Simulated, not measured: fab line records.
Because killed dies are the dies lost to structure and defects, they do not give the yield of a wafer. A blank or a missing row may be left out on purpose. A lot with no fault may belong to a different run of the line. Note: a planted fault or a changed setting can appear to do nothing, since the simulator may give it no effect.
What tool caused it? || flow gf180mcu || Sampling: 24 lots, 72 wafers, 5 of 602 route steps

## WHAT THE GAUGES READ, wafer by wafer
GF_V4_RS_MEAS_24: measurement is done with a four-point probe. Usual: V4_W_RS 0.328 ohm/sq, standard deviation 0.0041.
{"lot": "L074", "measured": "day 24 10:49", "on": "film-metro-04", "V4_W_RS (ohm/sq)": "0.323 0.328 0.323", "flag": ""}
{"lot": "L075", "measured": "day 24 15:56", "on": "film-metro-03", "V4_W_RS (ohm/sq)": "0.328 0.331 0.328", "flag": ""}
{"lot": "L076", "measured": "day 25 04:04", "on": "film-metro-03", "V4_W_RS (ohm/sq)": "0.329 0.320 0.320", "flag": ""}
{"lot": "L077", "measured": "day 25 07:26", "on": "film-metro-04", "V4_W_RS (ohm/sq)": "0.328 0.326 0.328", "flag": ""}
{"lot": "L078", "measured": "day 25 17:07", "on": "film-metro-03", "V4_W_RS (ohm/sq)": "0.321 0.323 0.325", "flag": ""}
{"lot": "L079", "measured": "day 26 08:01", "on": "film-metro-03", "V4_W_RS (ohm/sq)": "0.330 0.332 0.323", "flag": ""}
{"lot": "L080", "measured": "day 26 15:41", "on": "film-metro-03", "V4_W_RS (ohm/sq)": "0.331 0.328 0.331", "flag": ""}
{"lot": "L081", "measured": "day 26 21:29", "on": "film-metro-04", "V4_W_RS (ohm/sq)": "0.332 0.335 0.336", "flag": ""}
{"lot": "L082", "measured": "day 27 06:40", "on": "film-metro-02", "V4_W_RS (ohm/sq)": "0.332 0.324 0.327", "flag": ""}
{"lot": "L083", "measured": "day 27 14:52", "on": "film-metro-03", "V4_W_RS (ohm/sq)": "0.324 0.323 0.325", "flag": ""}
{"lot": "L084", "measured": "day 27 17:19", "on": "film-metro-03", "V4_W_RS (ohm/sq)": "0.324 0.327 0.327", "flag": ""}
{"lot": "L085", "measured": "day 27 23:05", "on": "film-metro-04", "V4_W_RS (ohm/sq)": "0.329 0.323 0.328", "flag": ""}
{"lot": "L086", "measured": "day 28 04:25", "on": "film-metro-04", "V4_W_RS (ohm/sq)": "0.331 0.323 0.331", "flag": ""}
{"lot": "L087", "measured": "day 28 18:58", "on": "film-metro-04", "V4_W_RS (ohm/sq)": "0.328 0.323 0.331", "flag": ""}
{"lot": "L088", "measured": "day 28 23:41", "on": "film-metro-04", "V4_W_RS (ohm/sq)": "0.329 0.330 0.330", "flag": ""}
{"lot": "L089", "measured": "day 29 10:01", "on": "film-metro-03", "V4_W_RS (ohm/sq)": "0.319 0.331 0.322", "flag": ""}
{"lot": "L090", "measured": "day 29 12:40", "on": "film-metro-02", "V4_W_RS (ohm/sq)": "0.340 0.327 0.335", "flag": ""}
{"lot": "L091", "measured": "day 29 14:43", "on": "film-metro-03", "V4_W_RS (ohm/sq)": "0.330 0.329 0.328", "flag": ""}
{"lot": "L092", "measured": "day 29 23:02", "on": "film-metro-02", "V4_W_RS (ohm/sq)": "0.331 0.332 0.328", "flag": ""}
{"lot": "L093", "measured": "day 30 00:45", "on": "film-metro-04", "V4_W_RS (ohm/sq)": "0.330 0.323 0.330", "flag": ""}
{"lot": "L094", "measured": "day 30 07:52", "on": "film-metro-04", "V4_W_RS (ohm/sq)": "0.325 0.333 0.327", "flag": ""}
{"lot": "L095", "measured": "day 30 13:50", "on": "film-metro-03", "V4_W_RS (ohm/sq)": "0.325 0.331 0.330", "flag": ""}
{"lot": "L096", "measured": "day 31 00:16", "on": "film-metro-03", "V4_W_RS (ohm/sq)": "0.331 0.333 0.331", "flag": ""}
{"lot": "L097", "measured": "day 31 11:13", "on": "film-metro-03", "V4_W_RS (ohm/sq)": "0.332 0.331 0.330", "flag": ""}

GF_MIM_THK_MEAS_11: measures by xrf. Usual: MIM_ALCU_THK 201.6 nm, standard deviation 2.
{"lot": "L074", "measured": "day 24 11:49", "on": "film-metro-03", "MIM_ALCU_THK (nm)": "202.2 201.5 197.5", "flag": ""}
{"lot": "L075", "measured": "day 24 16:57", "on": "film-metro-01", "MIM_ALCU_THK (nm)": "202.4 202.0 201.1", "flag": ""}
{"lot": "L076", "measured": "day 25 05:04", "on": "film-metro-04", "MIM_ALCU_THK (nm)": "196.6 199.8 201.3", "flag": ""}
{"lot": "L077", "measured": "day 25 08:27", "on": "film-metro-01", "MIM_ALCU_THK (nm)": "201.6 201.4 201.0", "flag": ""}
{"lot": "L078", "measured": "day 25 18:07", "on": "film-metro-03", "MIM_ALCU_THK (nm)": "201.2 202.3 201.9", "flag": ""}
{"lot": "L079", "measured": "day 26 09:01", "on": "film-metro-03", "MIM_ALCU_THK (nm)": "205.6 204.4 204.9", "flag": ""}
{"lot": "L080", "measured": "day 26 16:41", "on": "film-metro-03", "MIM_ALCU_THK (nm)": "202.0 203.4 202.3", "flag": ""}
{"lot": "L081", "measured": "day 26 22:30", "on": "film-metro-03", "MIM_ALCU_THK (nm)": "202.1 202.0 203.4", "flag": ""}
{"lot": "L082", "measured": "day 27 07:41", "on": "film-metro-04", "MIM_ALCU_THK (nm)": "200.7 201.6 201.0", "flag": ""}
{"lot": "L083", "measured": "day 27 15:50", "on": "film-metro-01", "MIM_ALCU_THK (nm)": "199.7 197.7 199.6", "flag": ""}
{"lot": "L084", "measured": "day 27 18:20", "on": "film-metro-01", "MIM_ALCU_THK (nm)": "205.3 204.9 204.6", "flag": ""}
{"lot": "L085", "measured": "day 28 00:05", "on": "film-metro-04", "MIM_ALCU_THK (nm)": "200.0 200.2 200.5", "flag": ""}
{"lot": "L086", "measured": "day 28 05:25", "on": "film-metro-04", "MIM_ALCU_THK (nm)": "200.8 199.4 202.3", "flag": ""}
{"lot": "L087", "measured": "day 28 19:59", "on": "film-metro-01", "MIM_ALCU_THK (nm)": "202.3 202.6 200.8", "flag": ""}
{"lot": "L088", "measured": "day 29 00:41", "on": "film-metro-04", "MIM_ALCU_THK (nm)": "200.8 200.3 203.2", "flag": ""}
{"lot": "L089", "measured": "day 29 11:14", "on": "film-metro-01", "MIM_ALCU_THK (nm)": "202.9 203.5 203.4", "flag": ""}
{"lot": "L090", "measured": "day 29 13:54", "on": "film-metro-03", "MIM_ALCU_THK (nm)": "201.7 201.7 200.0", "flag": ""}
{"lot": "L091", "measured": "day 29 15:43", "on": "film-metro-03", "MIM_ALCU_THK (nm)": "201.3 200.6 200.0", "flag": ""}
{"lot": "L092", "measured": "day 30 00:15", "on": "film-metro-01", "MIM_ALCU_THK (nm)": "200.0 200.2 200.2", "flag": ""}
{"lot": "L093", "measured": "day 30 01:45", "on": "film-metro-01", "MIM_ALCU_THK (nm)": "204.1 204.0 206.5", "flag": ""}
{"lot": "L094", "measured": "day 30 08:52", "on": "film-metro-01", "MIM_ALCU_THK (nm)": "203.7 202.0 203.8", "flag": ""}
{"lot": "L095", "measured": "day 30 14:51", "on": "film-metro-01", "MIM_ALCU_THK (nm)": "201.2 202.7 200.8", "flag": ""}
{"lot": "L096", "measured": "day 31 01:17", "on": "film-metro-01", "MIM_ALCU_THK (nm)": "201.5 199.7 199.1", "flag": ""}
{"lot": "L097", "measured": "day 31 12:13", "on": "film-metro-01", "MIM_ALCU_THK (nm)": "202.0 200.6 202.5", "flag": ""}

GF_V5_THK_MEAS_25: measures by xrf. Usual: V5_W_THK 355 nm, standard deviation 6.3.
{"lot": "L074", "measured": "day 27 06:26", "on": "film-metro-02", "V5_W_THK (nm)": "354 358 362", "flag": ""}
{"lot": "L075", "measured": "day 27 10:08", "on": "film-metro-01", "V5_W_THK (nm)": "342 345 343", "flag": ""}
{"lot": "L076", "measured": "day 27 21:07", "on": "film-metro-01", "V5_W_THK (nm)": "347 343 339", "flag": ""}
{"lot": "L077", "measured": "day 28 00:17", "on": "film-metro-01", "V5_W_THK (nm)": "342 353 343", "flag": ""}
{"lot": "L078", "measured": "day 28 08:41", "on": "film-metro-02", "V5_W_THK (nm)": "350 354 351", "flag": ""}
{"lot": "L079", "measured": "day 28 23:17", "on": "film-metro-02", "V5_W_THK (nm)": "364 355 364", "flag": ""}
{"lot": "L080", "measured": "day 29 05:44", "on": "film-metro-02", "V5_W_THK (nm)": "359 358 356", "flag": ""}
{"lot": "L081", "measured": "day 29 12:41", "on": "film-metro-01", "V5_W_THK (nm)": "343 346 348", "flag": ""}
{"lot": "L082", "measured": "day 29 21:52", "on": "film-metro-04", "V5_W_THK (nm)": "349 357 356", "flag": ""}
{"lot": "L083", "measured": "day 30 04:44", "on": "film-metro-02", "V5_W_THK (nm)": "362 358 363", "flag": ""}
{"lot": "L084", "measured": "day 30 07:07", "on": "film-metro-02", "V5_W_THK (nm)": "356 366 366", "flag": ""}
{"lot": "L085", "measured": "day 30 11:09", "on": "film-metro-02", "V5_W_THK (nm)": "363 356 362", "flag": ""}
{"lot": "L086", "measured": "day 30 16:50", "on": "film-metro-04", "V5_W_THK (nm)": "358 361 351", "flag": ""}
{"lot": "L087", "measured": "day 31 05:07", "on": "film-metro-01", "V5_W_THK (nm)": "351 354 347", "flag": ""}
{"lot": "L088", "measured": "day 31 10:59", "on": "film-metro-01", "V5_W_THK (nm)": "358 350 357", "flag": ""}
{"lot": "L089", "measured": "day 31 20:11", "on": "film-metro-01", "V5_W_THK (nm)": "360 354 362", "flag": ""}
{"lot": "L090", "measured": "day 31 22:14", "on": "film-metro-04", "V5_W_THK (nm)": "355 354 360", "flag": ""}
{"lot": "L091", "measured": "day 31 23:14", "on": "film-metro-04", "V5_W_THK (nm)": "357 352 353", "flag": ""}
{"lot": "L092", "measured": "day 32 07:50", "on": "film-metro-01", "V5_W_THK (nm)": "345 353 351", "flag": ""}
{"lot": "L093", "measured": "day 32 09:53", "on": "film-metro-01", "V5_W_THK (nm)": "356 346 354", "flag": ""}
{"lot": "L094", "measured": "day 32 15:39", "on": "film-metro-02", "V5_W_THK (nm)": "356 354 366", "flag": ""}
{"lot": "L095", "measured": "day 32 20:31", "on": "film-metro-02", "V5_W_THK (nm)": "361 371 359", "flag": ""}
{"lot": "L096", "measured": "day 33 05:13", "on": "film-metro-02", "V5_W_THK (nm)": "359 362 366", "flag": ""}
{"lot": "L097", "measured": "day 33 16:48", "on": "film-metro-04", "V5_W_THK (nm)": "352 350 350", "flag": ""}

## EACH LOT AND THE TOOL THAT RAN IT (in order: tool; ch and the chambers of the sampled wafers; start)
{"lot": "L074", "GF_M3_STRIP_17": "plasma-asher-02 ch 0,1, day 21 08:28", "GF_MIM_CVD_05": "pecvd-01 ch 0,1,2, day 24 11:29"}
{"lot": "L075", "GF_M3_STRIP_17": "plasma-asher-04 ch 0,1, day 21 13:08", "GF_MIM_CVD_05": "pecvd-03 ch 0,2, day 24 16:38"}
{"lot": "L076", "GF_M3_STRIP_17": "plasma-asher-04 ch 0,1, day 22 03:04", "GF_MIM_CVD_05": "pecvd-02 ch 1,2, day 25 04:44"}
{"lot": "L077", "GF_M3_STRIP_17": "plasma-asher-04 ch 0,1, day 22 06:02", "GF_MIM_CVD_05": "pecvd-01 ch 0,1, day 25 08:08"}
{"lot": "L078", "GF_M3_STRIP_17": "plasma-asher-04 ch 0,1, day 22 16:25", "GF_MIM_CVD_05": "pecvd-02 ch 0,1,2, day 25 17:47"}
{"lot": "L079", "GF_M3_STRIP_17": "plasma-asher-03 ch 0,1, day 23 08:39", "GF_MIM_CVD_05": "pecvd-01 ch 0,2, day 26 08:41"}
{"lot": "L080", "GF_M3_STRIP_17": "plasma-asher-03 ch 0,1, day 23 17:47", "GF_MIM_CVD_05": "pecvd-02 ch 0,1,2, day 26 16:21"}
{"lot": "L081", "GF_M3_STRIP_17": "plasma-asher-04 ch 0,1, day 24 00:05", "GF_MIM_CVD_05": "pecvd-02 ch 0,1,2, day 26 22:11"}
{"lot": "L082", "GF_M3_STRIP_17": "plasma-asher-03 ch 0,1, day 24 10:23", "GF_MIM_CVD_05": "pecvd-02 ch 1,2, day 27 07:22"}
{"lot": "L083", "GF_M3_STRIP_17": "plasma-asher-04 ch 0,1, day 24 18:55", "GF_MIM_CVD_05": "pecvd-02 ch 0,1,2, day 27 15:31"}
{"lot": "L084", "GF_M3_STRIP_17": "plasma-asher-03 ch 0,1, day 24 22:31", "GF_MIM_CVD_05": "pecvd-02 ch 0,1,2, day 27 18:01"}
{"lot": "L085", "GF_M3_STRIP_17": "plasma-asher-03 ch 0,1, day 25 03:53", "GF_MIM_CVD_05": "pecvd-03 ch 0,1, day 27 23:47"}
{"lot": "L086", "GF_M3_STRIP_17": "plasma-asher-03 ch 0,1, day 25 10:22", "GF_MIM_CVD_05": "pecvd-03 ch 1,2, day 28 05:05"}
{"lot": "L087", "GF_M3_STRIP_17": "plasma-asher-03 ch 0,1, day 26 01:29", "GF_MIM_CVD_05": "pecvd-01 ch 0,1,2, day 28 19:40"}
{"lot": "L088", "GF_M3_STRIP_17": "plasma-asher-04 ch 0,1, day 26 06:38", "GF_MIM_CVD_05": "pecvd-01 ch 0,1, day 29 00:23"}
{"lot": "L089", "GF_M3_STRIP_17": "plasma-asher-02 ch 0,1, day 26 17:23", "GF_MIM_CVD_05": "pecvd-03 ch 1,2, day 29 10:53"}
{"lot": "L090", "GF_M3_STRIP_17": "plasma-asher-02 ch 0,1, day 26 19:49", "GF_MIM_CVD_05": "pecvd-01 ch 0,2, day 29 13:34"}
{"lot": "L091", "GF_M3_STRIP_17": "plasma-asher-04 ch 0,1, day 26 23:44", "GF_MIM_CVD_05": "pecvd-02 ch 1,2, day 29 15:23"}
{"lot": "L092", "GF_M3_STRIP_17": "plasma-asher-04 ch 0,1, day 27 06:35", "GF_MIM_CVD_05": "pecvd-01 ch 0,1, day 29 23:56"}
{"lot": "L093", "GF_M3_STRIP_17": "plasma-asher-03 ch 0, day 27 10:38", "GF_MIM_CVD_05": "pecvd-01 ch 0,2, day 30 01:26"}
{"lot": "L094", "GF_M3_STRIP_17": "plasma-asher-03 ch 0,1, day 27 16:41", "GF_MIM_CVD_05": "pecvd-02 ch 0,1, day 30 08:33"}
{"lot": "L095", "GF_M3_STRIP_17": "plasma-asher-03 ch 0,1, day 28 00:02", "GF_MIM_CVD_05": "pecvd-02 ch 0,1,2, day 30 14:32"}
{"lot": "L096", "GF_M3_STRIP_17": "plasma-asher-04 ch 0,1, day 28 10:41", "GF_MIM_CVD_05": "pecvd-02 ch 0,2, day 31 00:58"}
{"lot": "L097", "GF_M3_STRIP_17": "plasma-asher-03 ch 0,1, day 28 23:26", "GF_MIM_CVD_05": "pecvd-01 ch 1,2, day 31 11:53"}
- GF_M3_STRIP_17: strips in O2/N2.
- GF_MIM_CVD_05: deposits Si3N4, target thk 42 nm, time 29.086 s.

## AS READ BY THE TOOLS THEMSELVES (means over the sampled wafers that have a number; for cases with no such wafer, the mark the record gives instead)
GF_M3_STRIP_17. Usual: drypump-motor-current-A 6.0 A, standard deviation 0.35; heater-power-w 337 W, standard deviation 29; oes-product-au 0.535 a.u., standard deviation 0.0046; strip-time-to-endpoint-s 7.35 s, standard deviation 0.037.
{"lot": "L074", "tool": "plasma-asher-02", "drypump-motor-current-A (A)": 5.9, "heater-power-w (W)": 324, "oes-product-au (a.u.)": 0.534, "strip-time-to-endpoint-s (s)": 7.30, "flag": ""}
{"lot": "L075", "tool": "plasma-asher-04", "drypump-motor-current-A (A)": 5.7, "heater-power-w (W)": 337, "oes-product-au (a.u.)": 0.532, "strip-time-to-endpoint-s (s)": 7.33, "flag": ""}
{"lot": "L076", "tool": "plasma-asher-04", "drypump-motor-current-A (A)": 6.0, "heater-power-w (W)": 364, "oes-product-au (a.u.)": 0.528, "strip-time-to-endpoint-s (s)": 7.30, "flag": ""}
{"lot": "L077", "tool": "plasma-asher-04", "drypump-motor-current-A (A)": 6.0, "heater-power-w (W)": 362, "oes-product-au (a.u.)": 0.539, "strip-time-to-endpoint-s (s)": 7.37, "flag": ""}
{"lot": "L078", "tool": "plasma-asher-04", "drypump-motor-current-A (A)": 6.0, "heater-power-w (W)": 363, "oes-product-au (a.u.)": 0.534, "strip-time-to-endpoint-s (s)": 7.29, "flag": ""}
{"lot": "L079", "tool": "plasma-asher-03", "drypump-motor-current-A (A)": 6.0, "heater-power-w (W)": 330, "oes-product-au (a.u.)": 0.539, "strip-time-to-endpoint-s (s)": 7.34, "flag": ""}
{"lot": "L080", "tool": "plasma-asher-03", "drypump-motor-current-A (A)": 6.2, "heater-power-w (W)": 330, "oes-product-au (a.u.)": 0.535, "strip-time-to-endpoint-s (s)": 7.35, "flag": ""}
{"lot": "L081", "tool": "plasma-asher-04", "drypump-motor-current-A (A)": 5.8, "heater-power-w (W)": 338, "oes-product-au (a.u.)": 0.535, "strip-time-to-endpoint-s (s)": 7.38, "flag": ""}
{"lot": "L082", "tool": "plasma-asher-03", "drypump-motor-current-A (A)": 6.0, "heater-power-w (W)": 329, "oes-product-au (a.u.)": 0.540, "strip-time-to-endpoint-s (s)": 7.44, "flag": ""}
{"lot": "L083", "tool": "plasma-asher-04", "drypump-motor-current-A (A)": 6.0, "heater-power-w (W)": 365, "oes-product-au (a.u.)": 0.531, "strip-time-to-endpoint-s (s)": 7.36, "flag": ""}
{"lot": "L084", "tool": "plasma-asher-03", "drypump-motor-current-A (A)": 6.0, "heater-power-w (W)": 334, "oes-product-au (a.u.)": 0.535, "strip-time-to-endpoint-s (s)": 7.36, "flag": ""}
{"lot": "L085", "tool": "plasma-asher-03", "drypump-motor-current-A (A)": 6.2, "heater-power-w (W)": 326, "oes-product-au (a.u.)": 0.537, "strip-time-to-endpoint-s (s)": 7.36, "flag": ""}
{"lot": "L086", "tool": "plasma-asher-03", "drypump-motor-current-A (A)": 6.2, "heater-power-w (W)": 327, "oes-product-au (a.u.)": 0.535, "strip-time-to-endpoint-s (s)": 7.34, "flag": ""}
{"lot": "L087", "tool": "plasma-asher-03", "drypump-motor-current-A (A)": 6.2, "heater-power-w (W)": 327, "oes-product-au (a.u.)": 0.534, "strip-time-to-endpoint-s (s)": 7.36, "flag": ""}
{"lot": "L088", "tool": "plasma-asher-04", "drypump-motor-current-A (A)": 5.7, "heater-power-w (W)": 336, "oes-product-au (a.u.)": 0.540, "strip-time-to-endpoint-s (s)": 7.32, "flag": ""}
{"lot": "L089", "tool": "plasma-asher-02", "drypump-motor-current-A (A)": 5.7, "heater-power-w (W)": 334, "oes-product-au (a.u.)": 0.535, "strip-time-to-endpoint-s (s)": 7.34, "flag": ""}
{"lot": "L090", "tool": "plasma-asher-02", "drypump-motor-current-A (A)": 5.9, "heater-power-w (W)": 326, "oes-product-au (a.u.)": 0.536, "strip-time-to-endpoint-s (s)": 7.36, "flag": ""}
{"lot": "L091", "tool": "plasma-asher-04", "drypump-motor-current-A (A)": 6.0, "heater-power-w (W)": 359, "oes-product-au (a.u.)": 0.541, "strip-time-to-endpoint-s (s)": 7.38, "flag": ""}
{"lot": "L092", "tool": "plasma-asher-04", "drypump-motor-current-A (A)": 5.8, "heater-power-w (W)": 331, "oes-product-au (a.u.)": 0.536, "strip-time-to-endpoint-s (s)": 7.36, "flag": ""}
{"lot": "L093", "tool": "plasma-asher-03", "drypump-motor-current-A (A)": 5.8, "heater-power-w (W)": 333, "oes-product-au (a.u.)": 0.531, "strip-time-to-endpoint-s (s)": 7.38, "flag": ""}
{"lot": "L094", "tool": "plasma-asher-03", "drypump-motor-current-A (A)": 6.2, "heater-power-w (W)": 326, "oes-product-au (a.u.)": 0.533, "strip-time-to-endpoint-s (s)": 7.33, "flag": ""}
{"lot": "L095", "tool": "plasma-asher-03", "drypump-motor-current-A (A)": 6.2, "heater-power-w (W)": 328, "oes-product-au (a.u.)": 0.535, "strip-time-to-endpoint-s (s)": 7.34, "flag": ""}
{"lot": "L096", "tool": "plasma-asher-04", "drypump-motor-current-A (A)": 5.8, "heater-power-w (W)": 336, "oes-product-au (a.u.)": 0.531, "strip-time-to-endpoint-s (s)": 7.31, "flag": ""}
{"lot": "L097", "tool": "plasma-asher-03", "drypump-motor-current-A (A)": 6.2, "heater-power-w (W)": 330, "oes-product-au (a.u.)": 0.531, "strip-time-to-endpoint-s (s)": 7.31, "flag": ""}

GF_MIM_CVD_05. Usual: 669 W for heater-power-w, sd 71.
{"lot": "L074", "tool": "pecvd-01", "heater-power-w (W)": 751, "flag": ""}
{"lot": "L075", "tool": "pecvd-03", "heater-power-w (W)": 673, "flag": ""}
{"lot": "L076", "tool": "pecvd-02", "heater-power-w (W)": 681, "flag": ""}
{"lot": "L077", "tool": "pecvd-01", "heater-power-w (W)": 661, "flag": ""}
{"lot": "L078", "tool": "pecvd-02", "heater-power-w (W)": 645, "flag": ""}
{"lot": "L079", "tool": "pecvd-01", "heater-power-w (W)": 680, "flag": ""}
{"lot": "L080", "tool": "pecvd-02", "heater-power-w (W)": 631, "flag": ""}
{"lot": "L081", "tool": "pecvd-02", "heater-power-w (W)": 644, "flag": ""}
{"lot": "L082", "tool": "pecvd-02", "heater-power-w (W)": 641, "flag": ""}
{"lot": "L083", "tool": "pecvd-02", "heater-power-w (W)": 600, "flag": ""}
{"lot": "L084", "tool": "pecvd-02", "heater-power-w (W)": 629, "flag": ""}
{"lot": "L085", "tool": "pecvd-03", "heater-power-w (W)": 672, "flag": ""}
{"lot": "L086", "tool": "pecvd-03", "heater-power-w (W)": 729, "flag": ""}
{"lot": "L087", "tool": "pecvd-01", "heater-power-w (W)": 681, "flag": ""}
{"lot": "L088", "tool": "pecvd-01", "heater-power-w (W)": 635, "flag": ""}
{"lot": "L089", "tool": "pecvd-03", "heater-power-w (W)": 722, "flag": ""}
{"lot": "L090", "tool": "pecvd-01", "heater-power-w (W)": 751, "flag": ""}
{"lot": "L091", "tool": "pecvd-02", "heater-power-w (W)": 696, "flag": ""}
{"lot": "L092", "tool": "pecvd-01", "heater-power-w (W)": 665, "flag": ""}
{"lot": "L093", "tool": "pecvd-01", "heater-power-w (W)": 688, "flag": ""}
{"lot": "L094", "tool": "pecvd-02", "heater-power-w (W)": 641, "flag": ""}
{"lot": "L095", "tool": "pecvd-02", "heater-power-w (W)": 645, "flag": ""}
{"lot": "L096", "tool": "pecvd-02", "heater-power-w (W)": 632, "flag": ""}
{"lot": "L097", "tool": "pecvd-01", "heater-power-w (W)": 693, "flag": ""}

## THE ANSWER, worked out from the rows above alone
Rule: take the mean of a lot's wafers that have a number; if it is more than 3 standard deviations from the usual mean, the lot is off. Also off: a lot with no number at a reading for which 4 or more lots have one. All remaining lots with rows at the step are treated as sound. First the gauges in route order, then the tools' own readings, where a lot's mean is used as printed above. The first step at which some lot is off is used, and at that step the reading that is off furthest; a lot without a number counts as furthest.
Nothing can be told from this: no lot is off at any reading shown.

## WHAT THE SIMULATOR HAD PUT IN
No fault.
